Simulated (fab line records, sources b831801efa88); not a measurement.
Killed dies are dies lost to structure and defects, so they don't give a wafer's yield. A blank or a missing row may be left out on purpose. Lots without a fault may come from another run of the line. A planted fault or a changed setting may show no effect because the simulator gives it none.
Which tool did it? | flow gf180mcu | 11 lots, 33 wafers sampled, at 3 steps of a route of 602

WHAT THE GAUGES READ, wafer by wafer
GF_PASSIVATION_THK_MEAS_01.
lot  | measured     | on            | PASSIVATION_CVD_00_THK (nm)
L582 | day 28 02:59 | film_metro-03 | 991 999 1010
L583 | day 28 16:34 | film_metro-03 | 989 1006 1013
L585 | day 29 07:16 | film_metro-02 | 986 985 989
L586 | day 29 20:16 | film_metro-03 | 994 993 1018
L590 | day 30 17:58 | film_metro-04 | 984 1013 1358 984 1012 1358
L592 | day 31 07:37 | film_metro-04 | 984 975 1359 984 975 1359
L599 | day 33 01:18 | film_metro-02 | 990 984 1017
L602 | day 33 18:05 | film_metro-03 | 1008 995 1035
L603 | day 33 21:27 | film_metro-03 | 990 986 1016
L604 | day 34 04:50 | film_metro-03 | 1005 1001 1014
L605 | day 34 09:07 | film_metro-04 | 992 988 1000

WHICH TOOL RAN EACH LOT (tool, then ch and the chambers of the sampled wafers, then the start)
lot  | GF_V5_ETCH_16                      | GF_PASSIVATION_CVD_00
L582 | rie_diel-02 ch 0,3, day 27 05:00   | pecvd-01 ch 0,1,2, day 28 02:55
L583 | rie_diel-04 ch 1,3, day 27 18:55   | pecvd-02 ch 1,2, day 28 16:28
L585 | rie_diel-04 ch 0,3, day 28 09:39   | pecvd-04 ch 0,1,2, day 29 07:12
L586 | rie_diel-04 ch 1,2, day 28 22:44   | pecvd-02 ch 0,1,2, day 29 20:10
L590 | rie_diel-01 ch 1,2,3, day 29 21:01 | pecvd-02 ch 0,1,2, day 30 17:54
L592 | rie_diel-04 ch 1,3, day 30 11:15   | pecvd-02 ch 0,1,2, day 31 07:32
L599 | rie_diel-01 ch 0,1,3, day 32 06:47 | pecvd-01 ch 1,2, day 33 01:13
L602 | rie_diel-04 ch 0,1, day 32 23:30   | pecvd-04 ch 0,1, day 33 18:00
L603 | rie_diel-04 ch 2,3, day 33 02:48   | pecvd-01 ch 0,1,2, day 33 21:22
L604 | rie_diel-01 ch 0,1,2, day 33 10:48 | pecvd-04 ch 0,2, day 34 04:46
L605 | rie_diel-02 ch 0,3, day 33 15:30   | pecvd-01 ch 0,2, day 34 09:02
- GF_V5_ETCH_16: etches BARC in N2/H2.
- GF_PASSIVATION_CVD_00: deposits SiO2 from TEOS, target thk 1000 nm, time 111.95 s.

THE ANSWER, worked out from the rows above alone
Rule: what is usual is taken from the lots themselves. Put in order of their means at a reading, lots are off if they are a third of the lots or fewer, leave a main group of 4 or more, and stand apart from it by a gap of 3 or more times the standard deviation of the main group's means; of several such gaps the widest counts. A main group whose means are all the same, to the digits that the tables above print for the reading, isn't used. A lot without any number at a reading at which 4 lots or more have one is off too. The other lots that the step has rows for count as sound.
Off: L590, L592, at GF_PASSIVATION_THK_MEAS_01 (PASSIVATION_CVD_00_THK). The main group: mean 1000 nm, standard deviation 7.1.
A tool fits if, at a process step before that reading, it ran every lot that is off, and no sound lot after the first of them. The gauges at GF_PASSIVATION_THK_MEAS_01 are tried like those tools. One fits: pecvd-02 at GF_PASSIVATION_CVD_00. Its last sound lot is L586 (day 29 20:10), its first lot that is off L590 (day 30 17:54): a fault that began between those two fits.

WHAT THE SIMULATOR HAD PUT IN
Process parameter drift: pecvd-02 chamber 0, from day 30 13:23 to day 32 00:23, at GF_PASSIVATION_CVD_00. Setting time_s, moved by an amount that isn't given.
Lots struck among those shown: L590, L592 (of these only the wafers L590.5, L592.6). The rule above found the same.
